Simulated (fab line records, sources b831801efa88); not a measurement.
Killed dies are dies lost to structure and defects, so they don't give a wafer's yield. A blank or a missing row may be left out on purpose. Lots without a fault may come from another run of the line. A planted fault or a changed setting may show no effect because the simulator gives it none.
A struck lot beside a sound one | flow sky130 | 17 steps out of a route of 708
Sound: wafers L803.2, L803.3, L803.6. Struck: wafers L817.3, L817.4, L817.6. The cause comes at the end.
At each step with rows: each side's tool, then ch and its chambers, then its first start. Under that, the readings that differ: sound wafers | struck wafers | difference of the means | sigmas: that difference in standard deviations of wafers without a fault.
alike: readings whose means differ by less than 2 such deviations, and words and numbers that are the same on both sides. not compared: withheld readings, readings that some wafer has no value for, bounds like >300 that may hide the same value, and numbers for which the record gives no deviation and whose values overlap.
The two part at a step that has a row with sigmas, a row that says differs or no value, or rows on one side only. Numbers that don't overlap but have no deviation are shown without sigmas and don't part them. A reading that every wafer of one side lacks parts them only if that side has two wafers or more.

first, 5 steps without rows for these wafers: SKY_SD_N_COAT_02 (resist thk 1159 nm); SKY_SD_N_SOFTBAKE_03 (time 60 s); SKY_SD_N_EXPOSE_04 (exposes mask NSDM, target cd 380 nm); SKY_SD_N_PEB_05; SKY_SD_N_DEVELOP_06 (develop time 60 s).
SKY_SD_N_CD_MEAS_07: target cd 380 nm.
  sound on cd_sem-02, day 28 17:34; struck on cd_sem-02, day 33 18:50
  alike: cd_nm
SKY_SD_N_OVL_MEAS_08:
  sound on overlay-02, day 28 17:40; struck on overlay-01, day 33 18:55
  alike: SD_N_OVL
then, 2 steps without rows for these wafers: SKY_SD_N_IMPLANT_09; SKY_SD_N_IMPLANT_10.
SKY_SD_N_STRIP_11: strips in O2/N2.
  sound on plasma_asher-02 ch 0,1, day 28 18:00; struck on plasma_asher-04 ch 0,1, day 33 19:17
  alike: drypump_motor_current_A, n2_flow_sccm, oes_product_au, strip_time_to_endpoint_s
  not compared: rf_hours_counter_h
SKY_SD_N_TW_MEAS_12:
  sound on film_metro-01, day 28 18:07; struck on film_metro-02, day 33 19:22
  alike: SD_N_TW
then, 1 step without rows for these wafers: SKY_SD_N_CLEAN_13 (cleans in SC1/SC2, time 150 s).
SKY_SD_N_RTA_14: time 2 s.
  sound on rtp_anneal-02 ch 0, day 28 18:13; struck on rtp_anneal-02 ch 0, day 33 19:29
  reading          | sound                | struck               | difference | sigmas
  wafer_temp_C_max | 1081.6 1080.6 1076.8 | 1092.5 1089.0 1089.1 | +10.5      | +8
  alike: lamp_power_pct
SKY_SD_N_RS_MEAS_16: measures by four-point-probe.
  sound on film_metro-02, day 28 18:25; struck on film_metro-04, day 33 19:40
  reading          | sound             | struck            | difference | sigmas
  SD_N_RS (ohm/sq) | 68.70 68.62 68.69 | 66.48 66.65 66.24 | -2.21      | -17
SKY_SD_N_RS_MEAS_17: measures by four-point-probe.
  sound on film_metro-02, day 28 18:32; struck on film_metro-04, day 33 19:47
  reading          | sound             | struck            | difference | sigmas
  SD_P_RS (ohm/sq) | 147.1 147.3 147.0 | 137.1 137.5 137.0 | -9.9       | -27
SKY_SD_N_RS_MEAS_18: measures by four-point-probe.
  sound on film_metro-02, day 28 18:39; struck on film_metro-04, day 33 19:55
  alike: RES_XHIGH_RS
-- the record jumps here: 17 days lie between the struck wafers' starts before and after (it left off in module SD_N and takes up again in module PAD_OPEN, whose first step shown is number 708 of the route) --
SKY_PAD_OPEN_PROBE_99:
  sound on prober-02, day 47 10:28; struck on prober-02, day 50 23:52
  reading                              | sound             | struck            | difference | sigmas
  model.etest.res_xhigh_po.line_ohm_um | 5532 5472 5597    | 4829 4925 4938    | -636       |
  model.etest.res_xhigh_po.rs_ohm_sq   | 1942 1914 1987    | 1703 1746 1721    | -224       |
  model.etest.pfet_01v8.r_on_ohm_um    | 2905 2897 2893    | 2833 2842 2822    | -66        |
  model.etest.res_pdiff.line_ohm_um    | 1346 1332 1360    | 1302 1311 1278    | -49        |
  model.etest.res_high_po.line_ohm_um  | 742.2 738.8 755.8 | 678.6 686.6 678.4 | -64.4      |
  model.etest.licon_high_po.rc_ohm     | 344.7 359.5 360.5 | 313.1 300.6 307.1 | -48.0      |
  model.etest.res_high_po.rs_ohm_sq    | 262.6 260.5 264.5 | 235.4 242.1 237.7 | -24.1      |
  alike: killed_at_M0_to_M3, killed_at_M4_up, killed_at_contacts, killed_at_front_end, killed_at_other, killed_dies, killed_open, killed_short
  not compared: model.etest.res_ndiff.line_ohm_um

WHERE THEY PART
First at SKY_SD_N_RTA_14; last, within this record, at SKY_SD_N_RS_MEAS_17. Later steps at which nothing parts them and some readings are alike: SKY_SD_N_RS_MEAS_18, SKY_PAD_OPEN_PROBE_99.

WHY: what the simulator had put in
Process parameter drift: rtp_anneal-02, from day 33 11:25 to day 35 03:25, at SKY_SD_N_RTA_14. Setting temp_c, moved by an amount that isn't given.
